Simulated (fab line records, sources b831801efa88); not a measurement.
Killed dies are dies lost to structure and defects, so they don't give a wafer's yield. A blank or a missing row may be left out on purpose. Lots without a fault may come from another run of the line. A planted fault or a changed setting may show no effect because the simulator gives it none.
Which tool did it? | flow gf180mcu | 13 lots, 39 wafers sampled, at 5 steps of a route of 602

WHAT THE GAUGES READ, wafer by wafer
GF_V3_THK_MEAS_01. Usual: V3_CVD_00_THK 600 nm, standard deviation 6.2.
lot  | measured     | on            | V3_CVD_00_THK (nm) | flag
L572 | day 21 15:26 | film_metro-02 | 599 600 602        |
L573 | day 22 02:04 | film_metro-01 | 601 608 590        |
L575 | day 22 20:43 | film_metro-01 | 599 597 586        |
L576 | day 23 08:25 | film_metro-04 | 602 599 598        |
L579 | day 24 11:27 | film_metro-02 | 598 604 604        |
L580 | day 24 17:14 | film_metro-02 | 595 590 601        |
L582 | day 25 11:59 | film_metro-01 | 593 602 588        |
L583 | day 25 20:34 | film_metro-02 | 598 599 598        |
L585 | day 26 10:10 | film_metro-02 | 607 615 611        |
L588 | day 27 06:55 | film_metro-02 | 608 611 610        |
L590 | day 27 20:28 | film_metro-04 | 607 305 604        | OFF
L592 | day 28 05:22 | film_metro-01 | 304 604 596        | OFF
L594 | day 28 21:13 | film_metro-01 | 598 602 595        |

WHICH TOOL RAN EACH LOT (tool, then ch and the chambers of the sampled wafers, then the start)
lot  | GF_M1_SPUTTER_04             | GF_V1_SPUTTER_21             | GF_M3_SPUTTER_04             | GF_V3_CVD_00
L572 | pvd_sputter-01, day 16 08:33 | pvd_sputter-02, day 18 08:59 | pvd_sputter-03, day 20 14:28 | hdpcvd-02 ch 0,1, day 21 15:21
L573 | pvd_sputter-01, day 16 19:09 | pvd_sputter-01, day 18 19:47 | pvd_sputter-01, day 21 01:04 | hdpcvd-01 ch 0,1,2, day 22 01:59
L575 | pvd_sputter-03, day 17 15:05 | pvd_sputter-04, day 19 17:22 | pvd_sputter-01, day 21 20:43 | hdpcvd-01 ch 0,1,2, day 22 20:37
L576 | pvd_sputter-01, day 18 02:16 | pvd_sputter-02, day 20 05:50 | pvd_sputter-03, day 22 09:06 | hdpcvd-02 ch 0,1,2, day 23 08:20
L579 | pvd_sputter-04, day 19 06:14 | pvd_sputter-02, day 21 08:44 | pvd_sputter-03, day 23 12:09 | hdpcvd-02 ch 0,1,2, day 24 11:22
L580 | pvd_sputter-03, day 19 13:34 | pvd_sputter-04, day 21 15:59 | pvd_sputter-03, day 23 18:30 | hdpcvd-02 ch 0,1,2, day 24 17:08
L582 | pvd_sputter-01, day 20 09:23 | pvd_sputter-04, day 22 11:34 | pvd_sputter-03, day 24 12:48 | hdpcvd-01 ch 0,1, day 25 11:55
L583 | pvd_sputter-01, day 20 19:14 | pvd_sputter-01, day 22 20:23 | pvd_sputter-01, day 24 21:38 | hdpcvd-02 ch 0,1,2, day 25 20:29
L585 | pvd_sputter-01, day 21 10:35 | pvd_sputter-04, day 23 12:32 | pvd_sputter-04, day 25 12:15 | hdpcvd-01 ch 0,1,2, day 26 10:07
L588 | pvd_sputter-01, day 22 10:14 | pvd_sputter-02, day 24 10:29 | pvd_sputter-01, day 26 09:03 | hdpcvd-02 ch 0,1, day 27 06:49
L590 | pvd_sputter-01, day 23 02:14 | pvd_sputter-04, day 25 01:17 | pvd_sputter-03, day 26 23:10 | hdpcvd-02 ch 0,1,2, day 27 20:22
L592 | pvd_sputter-01, day 23 13:17 | pvd_sputter-01, day 25 11:02 | pvd_sputter-01, day 27 08:42 | hdpcvd-02 ch 0,1,2, day 28 05:17
L594 | pvd_sputter-03, day 24 06:52 | pvd_sputter-02, day 26 03:44 | pvd_sputter-01, day 28 01:02 | hdpcvd-01 ch 0,2, day 28 21:07
- GF_M1_SPUTTER_04: material TiN, target thk 50 nm, time 41.7 s.
- GF_V1_SPUTTER_21: material Ti, target thk 15 nm, time 80.02 s.
- GF_M3_SPUTTER_04: material TiN, target thk 50 nm, time 41.7 s.
- GF_V3_CVD_00: deposits SiO2, target thk 600 nm, time 100 s.

WHAT THE TOOLS THEMSELVES READ (means of the sampled wafers that have a number; where no wafer has one, the mark that the record gives instead)
GF_M1_SPUTTER_04. Usual: throttle_valve_pct 29.6 %, standard deviation 0.64.
lot  | tool           | throttle_valve_pct (%) | flag
L572 | pvd_sputter-01 | 29.6                   |
L573 | pvd_sputter-01 | 29.4                   |
L575 | pvd_sputter-03 | 29.8                   |
L576 | pvd_sputter-01 | 29.1                   |
L579 | pvd_sputter-04 | 29.8                   |
L580 | pvd_sputter-03 | 29.7                   |
L582 | pvd_sputter-01 | 29.5                   |
L583 | pvd_sputter-01 | 29.2                   |
L585 | pvd_sputter-01 | 30.2                   |
L588 | pvd_sputter-01 | 29.5                   |
L590 | pvd_sputter-01 | 29.8                   |
L592 | pvd_sputter-01 | 29.9                   |
L594 | pvd_sputter-03 | 30.2                   |

GF_V1_SPUTTER_21. Usual: throttle_valve_pct 29.7 %, standard deviation 0.72.
lot  | tool           | throttle_valve_pct (%) | flag
L572 | pvd_sputter-02 | 29.5                   |
L573 | pvd_sputter-01 | 29.8                   |
L575 | pvd_sputter-04 | 29.2                   |
L576 | pvd_sputter-02 | 30.2                   |
L579 | pvd_sputter-02 | 29.7                   |
L580 | pvd_sputter-04 | 29.7                   |
L582 | pvd_sputter-04 | 30.2                   |
L583 | pvd_sputter-01 | 29.8                   |
L585 | pvd_sputter-04 | 29.2                   |
L588 | pvd_sputter-02 | 30.1                   |
L590 | pvd_sputter-04 | 29.4                   |
L592 | pvd_sputter-01 | 29.9                   |
L594 | pvd_sputter-02 | 29.4                   |

GF_M3_SPUTTER_04. Usual: throttle_valve_pct 29.7 %, standard deviation 0.61.
lot  | tool           | throttle_valve_pct (%) | flag
L572 | pvd_sputter-03 | 29.9                   |
L573 | pvd_sputter-01 | 29.6                   |
L575 | pvd_sputter-01 | 29.8                   |
L576 | pvd_sputter-03 | 30.4                   |
L579 | pvd_sputter-03 | 30.1                   |
L580 | pvd_sputter-03 | 29.8                   |
L582 | pvd_sputter-03 | 30.2                   |
L583 | pvd_sputter-01 | 29.6                   |
L585 | pvd_sputter-04 | 29.1                   |
L588 | pvd_sputter-01 | 29.2                   |
L590 | pvd_sputter-03 | 30.3                   |
L592 | pvd_sputter-01 | 29.2                   |
L594 | pvd_sputter-01 | 29.1                   |

GF_V3_CVD_00. Usual: sih4_flow_sccm 60.02 sccm, standard deviation 0.17.
lot  | tool      | sih4_flow_sccm (sccm) | flag
L572 | hdpcvd-02 | 59.77                 |
L573 | hdpcvd-01 | 60.09                 |
L575 | hdpcvd-01 | 60.01                 |
L576 | hdpcvd-02 | 59.95                 |
L579 | hdpcvd-02 | 60.22                 |
L580 | hdpcvd-02 | 59.85                 |
L582 | hdpcvd-01 | 60.06                 |
L583 | hdpcvd-02 | 60.11                 |
L585 | hdpcvd-01 | 59.93                 |
L588 | hdpcvd-02 | 60.08                 |
L590 | hdpcvd-02 | 49.98                 | OFF
L592 | hdpcvd-02 | 50.01                 | OFF
L594 | hdpcvd-01 | 60.01                 |

THE ANSWER, worked out from the rows above alone
Rule: a lot is off if the mean of its wafers that have a number lies more than 3 standard deviations from the usual mean. A lot without any number at a reading at which 4 lots or more have one is off too. The other lots that the step has rows for count as sound. The gauges are gone through in route order, then the tools' own readings, and for those a lot's mean is taken as printed above. The first step at which some lot is off is used, and at that step the reading that is off furthest; a lot without a number counts as furthest.
Off: L590, L592, at GF_V3_THK_MEAS_01 (V3_CVD_00_THK).
A tool fits if, at a process step before that reading, it ran every lot that is off, and no sound lot after the first of them. The gauges at GF_V3_THK_MEAS_01 aren't tried: what is off there is off at GF_V3_CVD_00 too, on other tools, and a gauge's error can't cause that. Can't be told from this: 2 tools fit, pvd_sputter-01 at GF_M1_SPUTTER_04, hdpcvd-02 at GF_V3_CVD_00.

WHAT THE SIMULATOR HAD PUT IN
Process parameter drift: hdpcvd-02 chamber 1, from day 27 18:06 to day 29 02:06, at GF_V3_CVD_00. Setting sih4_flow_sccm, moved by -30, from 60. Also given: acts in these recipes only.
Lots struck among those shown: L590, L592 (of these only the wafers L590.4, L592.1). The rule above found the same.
